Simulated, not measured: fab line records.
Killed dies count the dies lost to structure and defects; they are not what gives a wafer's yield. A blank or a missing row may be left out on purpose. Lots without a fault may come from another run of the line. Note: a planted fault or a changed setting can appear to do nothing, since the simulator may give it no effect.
What tool caused it? | flow gf180mcu | 11 lots with 33 wafers sampled at 6 steps, on a route of 602 steps

== WHAT EACH GAUGE READ, for each wafer ==
GF_M1_RS_MEAS_05: measurement is done with a four-point probe. Usual: for M1_ALCU_RS the level is 0.0694 ohm/sq and the standard deviation is 0.00081.
lot  | measured     | on            | M1_ALCU_RS (ohm/sq)                       | flag
L655 | day 16 10:58 | film-metro-04 | 0.0687 0.0693 0.0684                      |
L656 | day 16 18:26 | film-metro-02 | 0.0689 0.0685 0.0690                      |
L657 | day 17 03:36 | film-metro-03 | 0.0695 0.0690 0.0703                      |
L658 | day 17 17:17 | film-metro-03 | 0.0685 0.0690 0.0690                      |
L661 | day 18 21:39 | film-metro-02 | 0.0709 0.0691 0.0700                      |
L667 | day 20 23:50 | film-metro-03 | 0.0475 0.0478 0.0478 0.0474 0.0478 0.0478 | OFF
L668 | day 21 07:40 | film-metro-03 | 0.0475 0.0476 0.0471 0.0474 0.0476 0.0472 | OFF
L674 | day 23 06:31 | film-metro-04 | 0.0678 0.0678 0.0680                      |
L675 | day 23 13:25 | film-metro-02 | 0.0686 0.0700 0.0689                      |
L676 | day 23 20:23 | film-metro-02 | 0.0697 0.0690 0.0688                      |
L677 | day 24 15:28 | film-metro-04 | 0.0693 0.0691 0.0692                      |

GF_M1_THK_MEAS_06: measures by xrf. Usual: for M1_ALCU_THK the level is 453 nm and the standard deviation is 6.5.
lot  | measured     | on            | M1_ALCU_THK (nm)        | flag
L655 | day 16 11:04 | film-metro-04 | 452 451 454             |
L656 | day 16 18:33 | film-metro-02 | 461 463 461             |
L657 | day 17 03:43 | film-metro-03 | 449 457 441             |
L658 | day 17 17:24 | film-metro-03 | 456 455 454             |
L661 | day 18 21:45 | film-metro-02 | 446 459 452             |
L667 | day 21 01:43 | film-metro-03 | 658 653 652 655 653 649 | OFF
L668 | day 21 10:18 | film-metro-03 | 655 656 660 654 660 659 | OFF
L674 | day 23 06:38 | film-metro-04 | 459 461 459             |
L675 | day 23 13:32 | film-metro-02 | 457 454 460             |
L676 | day 23 20:30 | film-metro-02 | 454 460 455             |
L677 | day 24 15:35 | film-metro-04 | 446 455 448             |

GF_M1_CD_MEAS_14: target cd 230 nm. Usual: cd-nm reads 230.1 nm (standard deviation 1).
lot  | measured     | on        | cd-nm (nm)        | flag
L655 | day 17 09:29 | cd-sem-01 | 228.4 229.9 228.9 |
L656 | day 17 16:33 | cd-sem-01 | 229.6 230.0 229.8 |
L657 | day 18 01:58 | cd-sem-02 | 230.7 227.6 228.7 |
L658 | day 18 16:19 | cd-sem-01 | 229.2 228.5 229.1 |
L661 | day 19 21:26 | cd-sem-01 | 229.9 230.6 231.3 |
L667 | day 21 23:18 | cd-sem-01 | 229.9 231.0 232.2 |
L668 | day 22 06:43 | cd-sem-01 | 230.9 229.4 230.6 |
L674 | day 24 03:58 | cd-sem-01 | 231.0 230.5 230.6 |
L675 | day 24 11:54 | cd-sem-01 | 231.2 230.6 231.0 |
L676 | day 24 18:38 | cd-sem-01 | 228.7 228.2 228.4 |
L677 | day 25 12:44 | cd-sem-02 | 230.5 229.9 230.4 |

== TOOL THAT RAN EACH LOT (tool first, then ch and the chambers of the sampled wafers, then the start) ==
lot  | GF_SALICIDE_SPUTTER_03       | GF_SALICIDE_RTA_08               | GF_M1_SPUTTER_02
L655 | pvd-sputter-01, day 15 09:26 | rtp-anneal-02 ch 0, day 15 09:52 | pvd-sputter-04, day 16 10:50
L656 | pvd-sputter-01, day 15 17:23 | rtp-anneal-02 ch 0, day 15 17:47 | pvd-sputter-03, day 16 18:20
L657 | pvd-sputter-03, day 16 02:34 | rtp-anneal-02 ch 0, day 16 02:58 | pvd-sputter-03, day 17 03:31
L658 | pvd-sputter-01, day 16 16:17 | rtp-anneal-02 ch 0, day 16 16:47 | pvd-sputter-03, day 17 17:11
L661 | pvd-sputter-01, day 17 19:10 | rtp-anneal-02 ch 0, day 17 19:37 | pvd-sputter-02, day 18 21:31
L667 | pvd-sputter-04, day 19 20:38 | rtp-anneal-01 ch 0, day 19 21:02 | pvd-sputter-03, day 20 23:45
L668 | pvd-sputter-04, day 20 04:26 | rtp-anneal-02 ch 0, day 20 04:50 | pvd-sputter-03, day 21 07:35
L674 | pvd-sputter-01, day 22 04:23 | rtp-anneal-02 ch 0, day 22 04:47 | pvd-sputter-04, day 23 06:23
L675 | pvd-sputter-01, day 22 12:39 | rtp-anneal-01 ch 0, day 22 13:02 | pvd-sputter-04, day 23 13:20
L676 | pvd-sputter-01, day 22 19:01 | rtp-anneal-01 ch 0, day 22 19:26 | pvd-sputter-04, day 23 20:17
L677 | pvd-sputter-01, day 23 14:26 | rtp-anneal-02 ch 0, day 23 14:55 | pvd-sputter-03, day 24 15:23
- GF_SALICIDE_SPUTTER_03: material TiN, target thk 20 nm, time 16.7 s.
- GF_SALICIDE_RTA_08: time 30 s.
- GF_M1_SPUTTER_02: material AlCu, target thk 450 nm, time 23.9 s.

== WHAT THE TOOLS THEMSELVES READ (means of the sampled wafers that have a number; where no wafer has one, the mark that the record gives instead) ==
GF_SALICIDE_SPUTTER_03. Usual: throttle-valve-pct reads 30.0 % (standard deviation 1.1).
lot  | tool           | throttle-valve-pct (%) | flag
L655 | pvd-sputter-01 | 30.8                   |
L656 | pvd-sputter-01 | 30.3                   |
L657 | pvd-sputter-03 | 29.2                   |
L658 | pvd-sputter-01 | 32.0                   |
L661 | pvd-sputter-01 | 31.0                   |
L667 | pvd-sputter-04 | 29.0                   |
L668 | pvd-sputter-04 | 29.3                   |
L674 | pvd-sputter-01 | 30.0                   |
L675 | pvd-sputter-01 | 30.0                   |
L676 | pvd-sputter-01 | 30.2                   |
L677 | pvd-sputter-01 | 31.0                   |

GF_SALICIDE_RTA_08. Usual: lamp-power-pct 16.0 %, standard deviation 1.1; wafer_temp_C_max 802.8, standard deviation 0.86.
lot  | tool          | lamp-power-pct (%) | wafer_temp_C_max | flag
L655 | rtp-anneal-02 | 15.3               | 803.0            |
L656 | rtp-anneal-02 | 15.3               | 802.9            |
L657 | rtp-anneal-02 | 15.3               | 802.8            |
L658 | rtp-anneal-02 | 15.3               | 803.5            |
L661 | rtp-anneal-02 | 15.3               | 803.4            |
L667 | rtp-anneal-01 | 17.8               | 801.7            |
L668 | rtp-anneal-02 | 15.3               | 803.0            |
L674 | rtp-anneal-02 | 15.3               | 803.5            |
L675 | rtp-anneal-01 | 17.8               | 801.2            |
L676 | rtp-anneal-01 | 17.8               | 801.5            |
L677 | rtp-anneal-02 | 15.3               | 803.4            |

GF_M1_SPUTTER_02. Usual: throttle-valve-pct reads 29.9 % (standard deviation 1.1).
lot  | tool           | throttle-valve-pct (%) | flag
L655 | pvd-sputter-04 | 29.5                   |
L656 | pvd-sputter-03 | 29.9                   |
L657 | pvd-sputter-03 | 30.2                   |
L658 | pvd-sputter-03 | 30.1                   |
L661 | pvd-sputter-02 | 30.5                   |
L667 | pvd-sputter-03 | 30.1                   |
L668 | pvd-sputter-03 | 29.5                   |
L674 | pvd-sputter-04 | 29.3                   |
L675 | pvd-sputter-04 | 29.5                   |
L676 | pvd-sputter-04 | 29.8                   |
L677 | pvd-sputter-03 | 29.9                   |

== THE ANSWER, worked out from the rows above alone ==
Rule: lot off if the mean of its wafers having a number is beyond 3 standard deviations from the usual mean. A lot without any number at a reading at which 4 lots or more have one is off too. Where the step has rows for the other lots, those lots are counted as sound. After the gauges, taken in route order, come the tools' own readings; for these a lot's mean is taken, as printed above. At the first step where some lot is off, the reading lying furthest off is the one used; lots without a number count as furthest.
Off: L667, L668, seen at GF_M1_RS_MEAS_05 (M1_ALCU_RS).
If a tool, at a process step before that reading, ran all the lots that are off and no sound lot after the first of them, it fits. Those tools and the gauges at GF_M1_RS_MEAS_05 are tried in the same way. Can't be told from this: 2 tools fit, pvd-sputter-04 at GF_SALICIDE_SPUTTER_03, film-metro-03 at GF_M1_RS_MEAS_05.

== WHAT HAD BEEN PUT IN BY THE SIMULATOR ==
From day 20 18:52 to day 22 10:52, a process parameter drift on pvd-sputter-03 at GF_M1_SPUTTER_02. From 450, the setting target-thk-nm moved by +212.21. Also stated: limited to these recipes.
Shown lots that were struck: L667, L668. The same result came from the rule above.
